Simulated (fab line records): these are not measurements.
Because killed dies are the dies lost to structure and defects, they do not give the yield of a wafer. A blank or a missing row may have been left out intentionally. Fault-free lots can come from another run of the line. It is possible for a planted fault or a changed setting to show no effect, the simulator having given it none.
fab line records	flow sky130
record: lots: 11	wafers: 33	last_day: 50
route steps=708 shown SD_P@328 METAL1@449 VIA1@459 PAD_OPEN@708
lots untouched by any fault: they come from a run of this same line in which no faults occurred
start_h: start of the lot's first displayed wafer, in hours after the record's first day	wait_h: hours from the lot's prior step to this one	" same as the row above	L1.1+2: several wafers, shown together as one row	- no value, or no start given	* or withheld: withheld	< > ~ a bound
route shown NAME@n: a module of which the file shows steps, and the number in the route of the first	usual: average and standard deviation across the fault-free wafers	same: alike in all rows	chamber/n: place in a boat	sites: readings site by site	_std_site: how widely they spread, as a standard deviation	_edge_site: outer sites' mean less inner sites'	radius_mm: how far each site lies from the wafer's centre	mask NAME#n: copy n	behind: the tool/chamber that last shaped the wafer	hold: why the lot was held/for how many hours/how that ended	device: the transistor (n, p or np) that didn't switch	end of line: tests of these same wafers at the route's end	a step with no rows: only its recipe	killed: dies that structure and defects cost at the first sort, which is not the same as the wafer's yield	map: shows each die of a wafer: x if killed, . if not, _ if none is there
set.NAME: the run value of the setting; set.NAME@STEP: its run value at that earlier step	model.NAME: the simulator's own value behind a step, which no gauge read
one table for each step of the route and one row for each wafer, over a sample of lots
services: when a tool's chamber went out of use (start_h, in hours from the record's first day, below 0 if earlier), for how many hours, and the reason
== steps ==
step: SKY_SD_P_OVL_MEAS_08
usual: SD_P_OVL: -0.1/1.3
lot.wafer	tool	chamber	start_h	wait_h	SD_P_OVL[nm]
L385.3	overlay-01	-	574.37	0.1	-2.0
L385.5	"	-	"	"	-1.0
L385.6	"	-	"	"	-3.2
L386.1	overlay-01	-	580.14	0.1	0.0
L386.5	"	-	"	"	-0.3
L386.6	"	-	"	"	2.5
L393.1	overlay-01	-	648.24	0.1	1.1
L393.2	"	-	"	"	-1.4
L393.4	"	-	"	"	1.8
L395.1	overlay-02	-	680.75	0.1	2.8
L395.2	"	-	"	"	0.4
L395.3	"	-	"	"	0.8
L400.2	overlay-02	-	705.14	0.1	0.9
L400.4	"	-	"	"	-1.4
L400.5	"	-	"	"	-1.2
L401.1	overlay-01	-	708.89	0.1	0.3
L401.3	"	-	"	"	-0.9
L401.5	"	-	"	"	-1.1
L403.2	overlay-01	-	725.98	0.1	-0.7
L403.3	"	-	"	"	-0.9
L403.6	"	-	"	"	0.0
L404.2	overlay-02	-	737.25	0.1	-0.3
L404.5	"	-	"	"	-2.0
L404.6	"	-	"	"	-0.6
L405.2	overlay-01	-	748.61	0.1	-1.0
L405.3	"	-	"	"	1.2
L405.5	"	-	"	"	-0.4
L407.1	overlay-01	-	757.94	0.1	-0.1
L407.2	"	-	"	"	0.1
L407.4	"	-	"	"	-0.9
L408.2	overlay-01	-	763.24	0.1	2.1
L408.3	"	-	"	"	-1.5
L408.4	"	-	"	"	-1.4
step: SKY_SD_P_IMPLANT_09
recipe: species: BF2	energy_kev: 20	dose_cm2: 3e+15	tilt_deg: 0
usual: beam_on_s: 15.5/1	dose_ions_cm2: 3.0006e+15/2.9e+12	faraday_current_uA: 10665/660
same: implant_ion_amu: 49
lot.wafer	tool	chamber	start_h	wait_h	beam_on_s	dose_ions_cm2	faraday_current_uA
L385.3	implanter-04	0	574.45	0.1	14.8	3.0034e+15	11176
L385.5	"	0	"	"	15.0	3.005e+15	10976
L385.6	"	0	"	"	15.0	3.003e+15	10886
L386.1	implanter-04	0	580.18	0.0	14.9	3.0034e+15	11095
L386.5	"	0	"	"	15.2	2.9976e+15	10850
L386.6	"	0	"	"	15.5	3.0002e+15	10602
L393.1	implanter-04	0	648.27	0.0	10.0	1.8736e+15	10216
L393.2	"	0	"	"	10.2	1.872e+15	10066
L393.4	"	0	"	"	10.2	1.8743e+15	10035
L395.1	implanter-04	0	680.79	0.0	9.7	1.8726e+15	10551
L395.2	"	0	"	"	9.8	1.8692e+15	10408
L395.3	"	0	"	"	9.9	1.872e+15	10393
L400.2	implanter-01	0	705.20	0.0	16.8	2.9977e+15	9827
L400.4	"	0	"	"	17.4	3.001e+15	9531
L400.5	"	0	"	"	17.0	3.0044e+15	9713
L401.1	implanter-01	0	708.92	0.0	16.7	3.0012e+15	9877
L401.3	"	0	"	"	16.7	2.9963e+15	9920
L401.5	"	0	"	"	16.5	3.0011e+15	9973
L403.2	implanter-01	0	726.03	0.0	16.7	3.0027e+15	9861
L403.3	"	0	"	"	17.9	3.0018e+15	9185
L403.6	"	0	"	"	17.4	3.0033e+15	9496
L404.2	implanter-04	0	737.31	0.0	15.1	3.0006e+15	10903
L404.5	"	0	"	"	15.1	2.9999e+15	10904
L404.6	"	0	"	"	15.6	3.004e+15	10562
L405.2	implanter-03	0	748.66	0.0	14.9	2.9991e+15	11088
L405.3	"	0	"	"	14.9	3.0032e+15	10979
L405.5	"	0	"	"	14.6	3.0036e+15	11192
L407.1	implanter-04	0	757.98	0.0	14.8	2.9982e+15	11129
L407.2	"	0	"	"	14.8	3.0049e+15	11132
L407.4	"	0	"	"	14.7	3.0035e+15	11210
L408.2	implanter-04	0	763.30	0.0	14.9	3.0021e+15	11005
L408.3	"	0	"	"	14.7	3e+15	11195
L408.4	"	0	"	"	15.0	3.005e+15	11003
step: SKY_SD_P_STRIP_10
recipe: chemistry: O2/N2	power_w: 1400	pressure_mtorr: 1500	platen_temp_c: withheld	o2_flow_sccm: 3000	n2_flow_sccm: 300	overash_fraction: 0.5
usual: drypump_motor_current_A: 5.7/0.38	oes_product_au: 0.616/0.0043	strip_time_to_endpoint_s: 17.37/0.052
lot.wafer	tool	chamber	start_h	wait_h	drypump_motor_current_A	oes_product_au	rf_hours_counter_h	strip_time_to_endpoint_s
L385.3	plasma_asher-01	0	574.58	0.1	5.6	0.617	-	17.35
L385.5	"	0	"	"	5.6	0.614	-	17.36
L385.6	"	1	"	"	5.4	0.617	-	17.33
L386.1	plasma_asher-03	1	580.33	0.1	5.9	0.616	74	17.43
L386.5	"	1	"	"	5.8	0.612	-	17.49
L386.6	"	0	"	"	6.0	0.621	-	17.47
L393.1	plasma_asher-01	1	648.42	0.1	5.4	0.631	51	16.49
L393.2	"	0	"	"	5.7	0.642	51	16.49
L393.4	"	0	"	"	5.7	0.642	-	16.48
L395.1	plasma_asher-03	1	680.94	0.1	5.8	0.640	83	16.43
L395.2	"	0	"	"	6.0	0.638	83	16.42
L395.3	"	0	"	"	6.0	0.638	-	16.40
L400.2	plasma_asher-01	0	705.32	0.1	5.7	0.623	54	17.47
L400.4	"	0	"	"	5.7	0.621	-	17.46
L400.5	"	0	"	"	5.6	0.614	-	17.43
L401.1	plasma_asher-02	0	709.07	0.1	5.2	0.625	106	17.35
L401.3	"	0	"	"	5.2	0.621	-	17.33
L401.5	"	0	"	"	5.2	0.617	-	17.35
L403.2	plasma_asher-01	0	726.16	0.1	5.7	0.616	56	17.36
L403.3	"	1	"	"	5.4	0.607	-	17.37
L403.6	"	0	"	"	5.7	0.614	-	17.37
L404.2	plasma_asher-01	1	737.43	0.1	5.4	0.616	57	17.44
L404.5	"	0	"	"	5.6	0.620	-	17.36
L404.6	"	1	"	"	5.4	0.617	-	17.42
L405.2	plasma_asher-01	0	748.79	0.1	5.7	0.620	58	17.38
L405.3	"	0	"	"	5.7	0.608	-	17.40
L405.5	"	1	"	"	5.4	0.615	-	17.34
L407.1	plasma_asher-02	0	758.13	0.1	5.2	0.615	1	17.33
L407.2	"	1	"	"	6.5	0.610	1	17.32
L407.4	"	1	"	"	6.5	0.615	-	17.35
L408.2	plasma_asher-01	1	763.42	0.1	5.4	0.616	60	17.29
L408.3	"	1	"	"	5.4	0.615	-	17.32
L408.4	"	0	"	"	5.7	0.618	-	17.30
step: SKY_SD_P_TW_MEAS_11
usual: SD_P_TW: 2839/27
lot.wafer	tool	chamber	start_h	wait_h	SD_P_TW
L385.3	film_metro-04	-	574.67	0.1	2849
L385.5	"	-	"	"	2858
L385.6	"	-	"	"	2869
L386.1	film_metro-04	-	580.43	0.1	2874
L386.5	"	-	"	"	2898
L386.6	"	-	"	"	2881
L393.1	film_metro-02	-	648.52	0.1	2574
L393.2	"	-	"	"	2576
L393.4	"	-	"	"	2578
L395.1	film_metro-02	-	681.04	0.1	2542
L395.2	"	-	"	"	2546
L395.3	"	-	"	"	2543
L400.2	film_metro-04	-	705.43	0.1	2855
L400.4	"	-	"	"	2859
L400.5	"	-	"	"	2848
L401.1	film_metro-01	-	709.17	0.1	2828
L401.3	"	-	"	"	2830
L401.5	"	-	"	"	2824
L403.2	film_metro-04	-	726.27	0.1	2863
L403.3	"	-	"	"	2858
L403.6	"	-	"	"	2847
L404.2	film_metro-02	-	737.54	0.1	2799
L404.5	"	-	"	"	2794
L404.6	"	-	"	"	2803
L405.2	film_metro-01	-	748.90	0.1	2823
L405.3	"	-	"	"	2818
L405.5	"	-	"	"	2820
L407.1	film_metro-02	-	758.23	0.1	2824
L407.2	"	-	"	"	2827
L407.4	"	-	"	"	2826
L408.2	film_metro-01	-	763.53	0.1	2826
L408.3	"	-	"	"	2824
L408.4	"	-	"	"	2832
step: SKY_SD_N_RS_MEAS_17
recipe: thk_meas_gauge: four-point-probe
usual: SD_P_RS: 146.7/0.32
lot.wafer	tool	chamber	start_h	wait_h	SD_P_RS[ohm/sq]
L385.3	film_metro-02	-	631.74	0.1	147.4
L385.5	"	-	"	"	147.0
L385.6	"	-	"	"	147.2
L386.1	film_metro-02	-	637.67	0.1	147.2
L386.5	"	-	"	"	146.5
L386.6	"	-	"	"	146.2
L393.1	film_metro-01	-	704.32	0.1	154.6
L393.2	"	-	"	"	154.5
L393.4	"	-	"	"	154.9
L395.1	film_metro-01	-	735.62	0.1	154.8
L395.2	"	-	"	"	154.8
L395.3	"	-	"	"	154.7
L400.2	film_metro-04	-	759.68	0.1	146.8
L400.4	"	-	"	"	146.7
L400.5	"	-	"	"	146.6
L401.1	film_metro-02	-	763.35	0.1	146.9
L401.3	"	-	"	"	146.7
L401.5	"	-	"	"	146.5
L403.2	film_metro-01	-	778.89	0.1	146.9
L403.3	"	-	"	"	147.0
L403.6	"	-	"	"	146.9
L404.2	film_metro-02	-	792.30	0.1	147.1
L404.5	"	-	"	"	146.9
L404.6	"	-	"	"	146.6
L405.2	film_metro-02	-	801.81	0.1	146.8
L405.3	"	-	"	"	146.5
L405.5	"	-	"	"	147.0
L407.1	film_metro-02	-	811.34	0.1	146.4
L407.2	"	-	"	"	146.8
L407.4	"	-	"	"	146.9
L408.2	film_metro-04	-	817.22	0.1	146.8
L408.3	"	-	"	"	147.1
L408.4	"	-	"	"	146.8
step: SKY_METAL1_CD_MEAS_15
recipe: target_cd_nm: 140
usual: cd_nm: 139.6/1.7
lot.wafer	tool	chamber	start_h	wait_h	cd_nm
L385.3	cd_sem-02	-	746.99	-	135.5
L385.5	"	-	"	"	136.8
L385.6	"	-	"	"	135.9
L386.1	cd_sem-02	-	754.65	-	140.2
L386.5	"	-	"	"	139.9
L386.6	"	-	"	"	140.9
L393.1	cd_sem-01	-	815.33	-	140.3
L393.2	"	-	"	"	141.8
L393.4	"	-	"	"	139.3
L395.1	cd_sem-02	-	847.97	-	141.1
L395.2	"	-	"	"	142.2
L395.3	"	-	"	"	141.5
L400.2	cd_sem-01	-	871.58	-	139.4
L400.4	"	-	"	"	139.3
L400.5	"	-	"	"	138.6
L401.1	cd_sem-01	-	875.67	-	140.5
L401.3	"	-	"	"	141.9
L401.5	"	-	"	"	140.9
L403.2	cd_sem-01	-	894.34	-	142.3
L403.3	"	-	"	"	141.7
L403.6	"	-	"	"	141.8
L404.2	cd_sem-01	-	904.99	-	138.5
L404.5	"	-	"	"	137.6
L404.6	"	-	"	"	137.4
L405.2	cd_sem-01	-	913.40	-	138.5
L405.3	"	-	"	"	138.1
L405.5	"	-	"	"	137.9
L407.1	cd_sem-02	-	923.51	-	136.3
L407.2	"	-	"	"	136.6
L407.4	"	-	"	"	136.9
L408.2	cd_sem-01	-	928.53	-	137.8
L408.3	"	-	"	"	139.1
L408.4	"	-	"	"	139.1
step: SKY_VIA1_THK_MEAS_01
recipe: reads: SiO2_of_VIA1_HDPCVD_00
usual: VIA1_HDPCVD_THK: 1031/11
lot.wafer	tool	chamber	start_h	wait_h	VIA1_HDPCVD_THK[nm]
L385.3	film_metro-02	-	748.41	0.1	1020
L385.5	"	-	"	"	1034
L385.6	"	-	"	"	1033
L386.1	film_metro-01	-	755.76	0.1	1054
L386.5	"	-	"	"	1050
L386.6	"	-	"	"	1051
L393.1	film_metro-04	-	816.42	0.1	1022
L393.2	"	-	"	"	1021
L393.4	"	-	"	"	1024
L395.1	film_metro-04	-	849.03	0.1	1036
L395.2	"	-	"	"	1037
L395.3	"	-	"	"	1036
L400.2	film_metro-02	-	872.61	0.1	1046
L400.4	"	-	"	"	1034
L400.5	"	-	"	"	1055
L401.1	film_metro-01	-	876.72	0.1	1026
L401.3	"	-	"	"	1023
L401.5	"	-	"	"	1020
L403.2	film_metro-01	-	895.42	0.1	1028
L403.3	"	-	"	"	1029
L403.6	"	-	"	"	1024
L404.2	film_metro-02	-	906.03	0.1	1027
L404.5	"	-	"	"	1026
L404.6	"	-	"	"	1037
L405.2	film_metro-04	-	914.47	0.1	1027
L405.3	"	-	"	"	1029
L405.5	"	-	"	"	1013
L407.1	film_metro-04	-	924.56	0.1	1011
L407.2	"	-	"	"	1024
L407.4	"	-	"	"	1010
L408.2	film_metro-02	-	929.57	0.1	1018
L408.3	"	-	"	"	1030
L408.4	"	-	"	"	1031
step: SKY_PAD_OPEN_PROBE_99
usual: killed_at_M0_to_M3: 44/6.6	killed_at_M4_up: 3.0/2	killed_at_contacts: 24/5.1	killed_at_front_end: 15/4.1	killed_at_other: 0.4/0.62	killed_dies: 86/9.3	killed_on_rim: 17/3.7	killed_open: 46/6.8	killed_short: 40/5.8
same: gross_dies: 492	killed_at_back_side: 0
lot.wafer	tool	chamber	start_h	wait_h	killed_at_M0_to_M3	killed_at_M4_up	killed_at_contacts	killed_at_front_end	killed_at_other	killed_dies	killed_on_rim	killed_open	killed_short
L395.1	prober-02	-	1141.29	0.1	46	4	34	11	1	96	22	53	43
L395.2	prober-02	-	1141.34	0.1	47	2	32	16	0	97	13	58	38
L395.3	prober-02	-	1141.39	0.2	47	1	28	10	0	86	22	41	45
L400.2	prober-02	-	1154.69	0.1	42	5	27	13	0	87	13	48	39
L400.4	prober-02	-	1154.79	0.2	41	11	28	18	0	98	14	49	49
L400.5	prober-02	-	1154.84	0.2	32	4	23	13	0	72	12	32	40
L403.2	prober-01	-	1169.43	0.1	45	2	22	23	0	92	12	43	49
L403.3	prober-01	-	1169.48	0.2	41	1	26	14	1	83	21	51	32
L403.6	prober-01	-	1169.63	0.2	43	4	21	6	0	74	14	41	33
killed by level:class
L395.1 CONTACT:geometric_particle:open=12 LI_CONTACT:geometric_particle:open=10 VIA1:geometric_particle:open=9 METAL1:geometric_particle:short=6 VIA3:geometric_particle:open=5 VIA1:geometric_particle:short=5 VIA2:geometric_particle:open=5 FIELD_ISO:geometric_particle:short=4
L395.2 VIA1:geometric_particle:open=17 CONTACT:geometric_particle:open=13 VIA2:geometric_particle:open=7 LI_CONTACT:geometric_particle:open=6 METAL1:geometric_particle:short=6 CONTACT:geometric_particle:short=6 VIA3:geometric_particle:open=6 POLY_GATE:geometric_particle:short=5
L395.3 VIA1:geometric_particle:open=10 CONTACT:geometric_particle:short=8 CONTACT:geometric_particle:open=8 LOCAL_INTERCONNECT:geometric_particle:short=7 VIA2:geometric_particle:open=7 VIA1:geometric_particle:short=6 VIA3:geometric_particle:open=6 METAL2:geometric_particle:short=5
L400.2 VIA1:geometric_particle:open=18 CONTACT:geometric_particle:open=9 LOCAL_INTERCONNECT:geometric_particle:short=6 VIA3:geometric_particle:open=6 VIA1:geometric_particle:short=5 FIELD_ISO:geometric_particle:open=4 LI_CONTACT:geometric_particle:open=4 CONTACT:geometric_particle:short=4
L400.4 CONTACT:geometric_particle:open=10 METAL4:geometric_particle:short=9 VIA1:geometric_particle:open=7 VIA2:geometric_particle:open=7 LI_CONTACT:geometric_particle:open=6 CONTACT:geometric_particle:short=6 METAL1:geometric_particle:short=6 VIA3:geometric_particle:open=6
L400.5 CONTACT:geometric_particle:open=8 LI_CONTACT:geometric_particle:open=6 VIA1:geometric_particle:short=6 VIA1:geometric_particle:open=6 FIELD_ISO:geometric_particle:short=5 METAL2:geometric_particle:short=4 METAL4:geometric_particle:short=4 POLY_GATE:geometric_particle:open=3
L403.2 CONTACT:geometric_particle:open=10 METAL1:geometric_particle:short=7 POLY_GATE:geometric_particle:open=6 VIA1:geometric_particle:open=6 VIA1:geometric_particle:short=6 VIA3:geometric_particle:open=6 FIELD_ISO:geometric_particle:short=5 LOCAL_INTERCONNECT:geometric_particle:short=5
L403.3 CONTACT:geometric_particle:open=11 VIA2:geometric_particle:open=9 CONTACT:geometric_particle:short=6 METAL1:geometric_particle:short=6 VIA3:geometric_particle:open=6 VIA1:geometric_particle:open=6 POLY_GATE:geometric_particle:open=5 FIELD_ISO:geometric_particle:open=4
L403.6 LI_CONTACT:geometric_particle:open=9 CONTACT:geometric_particle:open=7 METAL1:geometric_particle:short=7 VIA1:geometric_particle:open=7 VIA2:geometric_particle:open=7 METAL2:geometric_particle:short=5 METAL4:geometric_particle:short=4 VIA3:geometric_particle:open=4
== services ==
tool	chamber	start_h	hours	kind
implanter-01	-	576.44	0.9	repair
implanter-03	-	580.59	28.1	pm
implanter-03	-	608.69	3.2	pm
implanter-04	-	630.26	0.6	repair
plasma_asher-02	-	654.79	5.7	repair
implanter-01	-	654.99	2.9	repair
implanter-01	-	657.70	2.5	repair
implanter-01	-	660.64	1.3	repair
plasma_asher-01	-	675.51	28.1	pm
plasma_asher-03	-	686.08	12.7	repair
implanter-04	-	701.92	5.2	repair
implanter-04	-	722.15	2.7	repair
plasma_asher-02	-	733.75	9.0	pm
plasma_asher-02	0	733.75	9.0	vent_cycle
plasma_asher-02	1	733.75	9.0	vent_cycle
plasma_asher-02	-	737.95	3.9	repair
plasma_asher-02	-	741.57	0.5	repair
plasma_asher-02	0	742.75	-	clean
plasma_asher-02	1	742.75	-	clean
implanter-04	-	746.46	1.3	repair
implanter-01	-	756.68	16.3	pm
== key ==
first_sign: step: SKY_SD_P_IMPLANT_09	reading: dose_ions_cm2	direction: down	sigmas: 99+	usual: *	struck: *
effect: step: SKY_SD_P_IMPLANT_09	reading: beam_on_s	direction: down	sigmas: 5.3	usual: 15.5	struck: 10.0
effect: step: SKY_SD_P_STRIP_10	reading: strip_time_to_endpoint_s	direction: down	sigmas: 18	usual: *	struck: *
effect: step: SKY_SD_P_TW_MEAS_11	reading: SD_P_TW	direction: down	sigmas: 10	usual: 2839	struck: 2560
effect: step: SKY_SD_N_RS_MEAS_17	reading: SD_P_RS	direction: up	sigmas: 25	usual: 146.7	struck: 154.7
met_at SKY_SD_P_IMPLANT_09
struck_lots L393,L395
tester_left_out L393,L395
not_acting_at SKY_SD_P_OVL_MEAS_08,SKY_METAL1_CD_MEAS_15,SKY_VIA1_THK_MEAS_01
onset_between 580.18 648.27
fault: kind: process_parameter_drift	tool: implanter-04	chamber: -	onset_h: 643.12	steps: SKY_SD_P_IMPLANT_09	channel: dose_cm2	offset: *	shape: step	end_h: 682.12	acts_in: *	stated: *
tester_left_out: of these lots the tester's yield and bins aren't shown, on N5 and GAA mostly nor the transistor test; their killed dies are dies lost to structure and defects alone, not to doping, threshold or leakage, so they don't give the yield
